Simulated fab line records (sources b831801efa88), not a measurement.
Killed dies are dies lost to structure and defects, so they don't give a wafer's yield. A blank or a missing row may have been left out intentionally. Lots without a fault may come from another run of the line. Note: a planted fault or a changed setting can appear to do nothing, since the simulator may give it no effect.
Struck lot and sound lot, side by side -- flow sky130 -- 17 out of 708 route steps
Sound: wafers L213.1, L213.2, L213.3. The struck wafers were L220.1, L220.2, L220.5. The cause is given at the end.
Each step with rows lists, per side, the tool, then ch with its chambers, then its first start. Under that, the readings that differ: sound wafers -- struck wafers -- difference of the means -- sigmas: that difference in standard deviations of wafers without a fault.
alike: same words and numbers on both sides, and readings whose means sit less than 2 such deviations apart. not compared: any withheld reading, any reading some wafer has no value for, any bound like >300 that may hide the same value, and any number with overlapping values for which the record gives no deviation.
Wherever a step has rows on one side only, a row that says differs or no value, or a row with sigmas, the two part there. Numbers that don't overlap but have no deviation are shown without sigmas and don't part them. Lack of a reading on every wafer of one side parts them only where that side has two or more wafers.

first, 1 step without rows for these wafers: SKY_VT_ADJUST_LVTN_IMPLANT_19.
SKY_VT_ADJUST_LVTN_STRIP_20: strips in O2/N2.
  sound on plasmaAsher-04 ch 0,1, day 8 14:00; struck on plasmaAsher-03 ch 0,1, day 10 11:01
reading,sound,struck,difference,sigmas
drypumpMotorCurrentA (A),5.5 5.4 5.4,6.6 6.3 6.3,+1.0,+2
stripTimeToEndpointS (s),14.14 14.16 14.15,14.22 14.22 14.24,+0.08,+2
  alike: oesProductAu
  not compared: rfHoursCounterH
SKY_VT_ADJUST_LVTN_TW_MEAS_21:
  sound on filmMetro-01, day 8 14:06; struck on filmMetro-01, day 10 11:07
  alike: VT_ADJUST_LVTN_2_TW
then, 7 steps without rows for these wafers: SKY_VT_ADJUST_NCORE_DEHYDRATE_00 (time 60 s); SKY_VT_ADJUST_NCORE_HMDS_01 (prime time 60 s); SKY_VT_ADJUST_NCORE_COAT_02 (resist thk 1140 nm); SKY_VT_ADJUST_NCORE_SOFTBAKE_03 (time 60 s); SKY_VT_ADJUST_NCORE_EXPOSE_04 (exposes mask LVTN COMPLEMENT THIN, target cd 380 nm); SKY_VT_ADJUST_NCORE_PEB_05; SKY_VT_ADJUST_NCORE_DEVELOP_06 (develop time 60 s).
SKY_VT_ADJUST_NCORE_CD_MEAS_07: target cd 380 nm.
  sound on cdSem-02, day 9 11:19; struck on cdSem-02, day 11 09:10
reading,sound,struck,difference,sigmas
cdNm (nm),380.8 383.3 383.4,375.6 375.3 376.9,-6.6,-3
SKY_VT_ADJUST_NCORE_OVL_MEAS_08:
  sound on overlay-02, day 9 11:26; struck on overlay-02, day 11 09:17
  alike: VT_ADJUST_NCORE_OVL
SKY_VT_ADJUST_NCORE_IMPLANT_09:
  sound on implanter-03 ch 0, day 9 11:28; struck on implanter-04 ch 0, day 11 09:19
reading,sound,struck,difference,sigmas
doseIonsCm2,2.3989e+12 2.4e+12 2.3978e+12,6.782e+11 6.849e+11 6.756e+11,-1.719e+12,-99 or more
faradayCurrentUA,13.98 13.55 13.07,3.78 3.92 3.79,-9.70,-37
SKY_VT_ADJUST_NCORE_STRIP_10: strips in O2/N2.
  sound on plasmaAsher-02 ch 0,1, day 9 11:37; struck on plasmaAsher-01 ch 0,1, day 11 09:28
reading,sound,struck,difference,sigmas
oesProductAu (a.u.),0.715 0.724 0.721,0.706 0.708 0.713,-0.011,-3
  alike: drypumpMotorCurrentA, stripTimeToEndpointS
  not compared: rfHoursCounterH
SKY_VT_ADJUST_NCORE_TW_MEAS_11:
  sound on filmMetro-01, day 9 11:43; struck on filmMetro-01, day 11 09:34
reading,sound,struck,difference,sigmas
VT_ADJUST_NCORE_TW,218.3 217.3 218.0,153.9 154.6 154.5,-63.5,-35
then, 1 step without rows for these wafers: SKY_VT_ADJUST_HVTR_DEHYDRATE_00 (time 60 s).
-- a jump in the record: the struck wafers' starts before and after are 37 days apart (it breaks off in module VT_ADJUST_HVTR and resumes in module PAD_OPEN, where the first step shown is number 708 of the route) --
SKY_PAD_OPEN_PROBE_99:
  sound on prober-02, day 46 10:44; struck on prober-02, day 48 08:14
reading,sound,struck,difference,sigmas
model.etest.nfet_16v.rOnOhmUm,1.438e+04 1.43e+04 1.411e+04,1.195e+04 1.183e+04 1.208e+04,-2.310e+03,
model.etest.pfet_16v.rOnOhmUm,1.551e+04 1.518e+04 1.506e+04,1.762e+04 1.705e+04 1.79e+04,+2.273e+03,
model.etest.pfetG5v0d10v5.rOnOhmUm,4770 4733 4772,5753 5806 5748,+1011,
model.etest.tipP.rsOhmSq,6956 7007 6963,7444 7431 7445,+465,
model.etest.pfet_01v8.rOnOhmUm,3040 2995 3045,3272 3228 3281,+234,
model.etest.resPwellUnderGate.rsOhmSq,2283 2271 2305,2526 2529 2513,+236,
model.etest.nfetG5v0d10v5.rOnOhmUm,1890 1898 1893,1700 1679 1694,-203,
model.etest.tip_p_5v.rsOhmSq,2819 2824 2805,3025 3005 2995,+192,
  alike: killed_at_M0_to_M3, killed_at_M4_up, killedAtContacts, killedAtFrontEnd, killedAtOther, killedDies, killedOpen, killedShort

WHERE THEY PART
First at SKY_VT_ADJUST_LVTN_STRIP_20; last, within this record, at SKY_VT_ADJUST_NCORE_TW_MEAS_11. Later steps at which nothing parts them and some readings are alike: SKY_PAD_OPEN_PROBE_99.

WHY: the cause the simulator had injected
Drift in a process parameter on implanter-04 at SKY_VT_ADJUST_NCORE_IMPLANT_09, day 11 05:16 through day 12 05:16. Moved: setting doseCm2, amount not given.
